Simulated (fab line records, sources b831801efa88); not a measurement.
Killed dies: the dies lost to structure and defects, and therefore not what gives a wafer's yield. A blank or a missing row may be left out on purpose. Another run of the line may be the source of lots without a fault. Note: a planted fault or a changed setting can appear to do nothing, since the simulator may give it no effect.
2 desks looking at one fault -- flow sky130 -- each desk has only its own numbers; what lay behind them comes last

== AT THE METROLOGY DESK ==
Lot by lot, what the gauges showed, no matter which tool ran the lot: averages of those sampled wafers that carry a number. The brackets show how far a lot's mean lies from the usual mean; more than 4 standard deviations puts the lot out of limits, marked OUT.
Columns: A = CAPM_CVD_00_THK at SKY_CAPM_THK_MEAS_01, usual 15.45 nm; B = CAPM_TIN_THK at SKY_CAPM_THK_MEAS_04, usual 199.7 nm; C = cd-nm at SKY_METAL3_CD_MEAS_13, usual 299.7 nm
lot,first seen here,A,B,C
L214,day 36 16:56,15.35,200.5,299.1
L215,day 37 00:54,15.30,202.3,300.1
L216,day 37 16:16,15.27,196.0,301.3
L217,day 37 16:25,15.08,201.6,298.4
L219,day 38 15:27,15.50,197.9,297.6
L220,day 38 19:50,15.38,199.6,300.2
L222,day 40 15:06,15.47,200.9,354.9 (+37) OUT
L224,day 40 17:45,15.44,200.3,355.4 (+37) OUT
L226,day 40 17:56,15.25,199.6,356.4 (+38) OUT
L225,day 40 20:46,15.53,201.0,298.6
L227,day 40 21:46,15.39,199.7,301.6
L228,day 41 03:25,15.81,200.1,331.6 (+21) OUT
L231,day 41 19:31,15.45,199.0,298.0
L230,day 41 21:42,15.53,199.1,297.4
L232,day 42 03:40,15.58,200.8,302.3
L234,day 42 17:32,15.44,198.5,299.5
Finding of this desk: L222, L224, L226, L228 out of limits; the first was L222 at day 42 14:22, on cd-nm at SKY_METAL3_CD_MEAS_13. Within limits: L214, L215, L216, L217, L219, L220, L225, L227, L231, L230, L232, L234.

== DESK OF THE TOOL OWNER: krf-scanner-02 ==
The tool's own readings at SKY_METAL3_EXPOSE_10 (exposes mask MM3, target cd 300 nm): means of the sampled wafers that have a number, for each lot that ran on this tool. The brackets show how far a lot's mean lies from the usual mean; more than 4 standard deviations puts the lot out of limits, marked OUT.
Columns: A = exposure-dose-mJ-cm2 at SKY_METAL3_EXPOSE_10, usual 28.002
lot,first seen here,A
L217,day 39 06:31,28.004
L220,day 40 11:21,27.991
L222,day 42 02:25,20.618 (-99 or more) OUT
L224,day 42 05:23,20.663 (-99 or more) OUT
L226,day 42 06:01,20.611 (-99 or more) OUT
L228,day 42 17:54,23.415 (-99 or more) OUT
Finding of this desk: L222, L224, L226, L228 out of limits; the first was L222 at day 42 02:25, on exposure-dose-mJ-cm2 at SKY_METAL3_EXPOSE_10. Within limits: L217, L220.

== BROUGHT TOGETHER ==
At day 42 02:25, on L222, L224, L226, L228, the tool owner's desk was in a position to raise an alarm.
Metrology desk: alarm possible at day 42 14:22 on L222, L224, L226, L228.
On krf-scanner-02, each named lot ran SKY_METAL3_EXPOSE_10.

== WHAT THE SIMULATOR PUT IN ==
Drift in process parameters on krf-scanner-02 at SKY_METAL3_EXPOSE_10, starting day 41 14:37. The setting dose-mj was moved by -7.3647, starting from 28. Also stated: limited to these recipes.
Lots struck among those shown: L222, L224, L226, L228.
Fault start to first reading out of limits, in hours, per desk: tool owner, 12; metrology, 24.
